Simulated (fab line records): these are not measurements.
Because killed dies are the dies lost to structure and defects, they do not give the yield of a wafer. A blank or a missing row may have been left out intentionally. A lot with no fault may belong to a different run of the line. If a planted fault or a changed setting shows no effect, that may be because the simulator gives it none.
A lot that was struck, set against a sound lot | flow sky130 | 16 steps out of a route of 708
Sound: the wafers L672.2, L672.4, L672.5. Wafers struck: L679.1, L679.2, L679.6. At the end, the cause is stated.
Each step with rows lists, per side, the tool, then ch with its chambers, then its first start. Under that, the readings that differ: sound wafers | struck wafers | difference of the means | sigmas: that difference in standard deviations of wafers without a fault.
alike: words and numbers the same on both sides, and readings whose means are apart by under 2 such deviations; not compared: readings that were withheld, readings missing a value for some wafer, numbers with overlapping values and no deviation given by the record, and bounds like >300 which may hide the same value.
Wherever a step has rows on one side only, a row that says differs or no value, or a row with sigmas, the two part there. Numbers that don't overlap but have no deviation are shown without sigmas and don't part them. A reading that every wafer of one side lacks parts them only if that side has two wafers or more.

first, 5 steps without rows for these wafers: SKY_POLY_GATE_COAT_08 (resist thk 450 nm); SKY_POLY_GATE_SOFTBAKE_09 (time 90 s); SKY_POLY_GATE_EXPOSE_10 (exposes mask P1M, target cd 150 nm); SKY_POLY_GATE_PEB_11; SKY_POLY_GATE_DEVELOP_12 (develop time 60 s).
SKY_POLY_GATE_CD_MEAS_13: the cd target is 150 nm.
  sound on cd-sem-01 at day 21 04:47; struck on cd-sem-02 at day 23 12:58
  alike: cd-nm
SKY_POLY_GATE_OVL_MEAS_14:
  sound on overlay-02 at day 21 04:53; struck on overlay-02 at day 23 13:05
  alike: POLY_GATE_OVL
SKY_POLY_GATE_ETCH_15: etches BARC in N2/H2, stops on SiO2, time 118.5 s, target depth 110 nm.
  sound on rie-diel-02 ch 2,3, day 21 04:55; struck on rie-diel-01 ch 1,2, day 23 13:07
  alike: drypump-motor-current-A, oes-product-au, throttle-valve-pct
  not compared: rf-hours-counter-h
SKY_POLY_GATE_ETCH_16: etches Si3N4 in CH3F/O2, stops on poly-Si, time 147.5 s, target depth 75 nm.
  sound on rie-diel-02 ch 2,3, day 21 05:01; struck on rie-diel-01 ch 1,2, day 23 13:11
  alike: drypump-motor-current-A, oes-product-au, throttle-valve-pct
  not compared: rf-hours-counter-h
SKY_POLY_GATE_ETCH_17: etches poly-Si in HBr/Cl2, stops on SiO2, target depth 180 nm, time 70.5 s.
  sound on rie-si-02 ch 0,1,3, day 21 05:07; struck on rie-si-01 ch 0,1,3, day 23 13:17
  reading               | sound             | struck            | difference | sigmas
  oes-product-au (a.u.) | 0.994 0.990 0.995 | 0.983 0.973 0.971 | -0.017     | -2
  alike: drypump-motor-current-A, mfc-cl2-sccm, throttle-valve-pct
  not compared: rf-hours-counter-h
SKY_POLY_GATE_STRIP_18: strips in O2/N2.
  sound on plasma-asher-03 ch 0, day 21 05:10; struck on plasma-asher-03 ch 0,1, day 23 13:21
  alike: drypump-motor-current-A, oes-product-au, strip-time-to-endpoint-s
  not compared: rf-hours-counter-h
then, 1 step without rows for these wafers: SKY_POLY_GATE_CLEAN_19 (cleans in SC1/SC2, time 150 s).
SKY_POLY_GATE_OXIDATION_20: stabilise 600 s, purge 300 s, target thk 4 nm.
  sound on furnace-02 ch 0, day 21 05:19; struck on furnace-02 ch 0, day 23 13:30
  reading                                          | sound             | struck            | difference | sigmas
  spike-tc-bottom-C (C)                            | 865.6 864.9 863.5 | 895.7 896.8 896.3 | +31.6      | +16
  spike-tc-centre-C (C)                            | 848.3 850.0 850.8 | 881.6 881.4 879.3 | +31.1      | +31
  spike-tc-lower-C (C)                             | 850.1 850.7 852.5 | 883.9 881.3 882.4 | +31.4      | +29
  spike-tc-top-C (C)                               | 862.5 862.7 860.5 | 894.1 893.4 891.8 | +31.2      | +24
  spike-tc-upper-C (C)                             | 846.5 847.6 847.2 | 879.7 880.7 879.7 | +32.9      | +30
  zone-power-bottom-pct (%)                        | 26.7 27.0 26.8    | 28.5 28.5 29.2    | +1.9       | +6
  zone-power-upper-pct (%)                         | 16.3 16.6 16.1    | 17.5 17.6 17.6    | +1.2       | +4
  model.SiO2_of_POLY_GATE_OXIDATION_20.thk-nm (nm) | 3.998 4.024 3.963 | 5.903 5.864 6.011 | +1.931     |
SKY_POLY_GATE_THK_MEAS_21:
  sound on film-metro-03 at day 21 06:34; struck on film-metro-04 at day 23 14:59
  reading                      | sound          | struck         | difference | sigmas
  POLY_GATE_OXIDATION_THK (nm) | 4.01 4.06 3.93 | 5.90 5.88 6.01 | +1.93      | +26
  not compared: hold
SKY_POLY_GATE_CD_MEAS_22:
  sound on cd-sem-01 at day 21 06:42; struck on cd-sem-01 at day 23 21:31
  reading    | sound             | struck                                                                     | difference                   | sigmas
  hold       | - - -             | await-dispo/6.3h/release await-dispo/6.3h/release await-dispo/6.3h/release | no value on the sound wafers |
  cd-nm (nm) | 148.3 151.0 147.9 | 152.9 155.8 158.7                                                          | +6.7                         | +2
-- here the record skips 27 days between the struck wafers' starts before and after, leaving off in module POLY_GATE and picking up in module PAD_OPEN (first step shown: number 708 of the route) --
SKY_PAD_OPEN_PROBE_99:
  sound on prober-02 at day 49 00:10; struck on prober-02 at day 50 11:19
  reading                            | sound             | struck            | difference | sigmas
  killed-at-other                    | 1 1 1             | 0 0 0             | -1         | -2
  model.etest.tip-sonos.rs-ohm-sq    | 2561 2609 2605    | 3041 3004 3039    | +436       |
  model.etest.tip-p.rs-ohm-sq        | 6934 6876 6822    | 7032 7017 7012    | +143       |
  model.etest.res-pdiff.line-ohm-um  | 1362 1398 1406    | 1417 1458 1465    | +58        |
  model.etest.tip-n.rs-ohm-sq        | 438.9 443.9 439.9 | 475.4 475.5 476.5 | +34.9      |
  model.etest.res-ndiff.line-ohm-um  | 748.9 748.2 745.5 | 778.5 794.4 799   | +43.1      |
  model.etest.res-pdiff.rs-ohm-sq    | 198.2 198.1 197.4 | 208.1 208.8 207.8 | +10.3      |
  model.etest.res-pdiff-hv.rs-ohm-sq | 190.5 191.9 192.2 | 199.4 202.6 199.9 | +9.1       |
  alike: killed_at_M0_to_M3, killed_at_M4_up, killed-at-contacts, killed-at-front-end, killed-dies, killed-on-rim, killed-open, killed-short
  not compared: model.etest.pfet_01v8.r-on-ohm-um

## WHERE THEY PART
Earliest at SKY_POLY_GATE_ETCH_17; latest, in this record, at SKY_PAD_OPEN_PROBE_99.

WHY: what had been put in by the simulator
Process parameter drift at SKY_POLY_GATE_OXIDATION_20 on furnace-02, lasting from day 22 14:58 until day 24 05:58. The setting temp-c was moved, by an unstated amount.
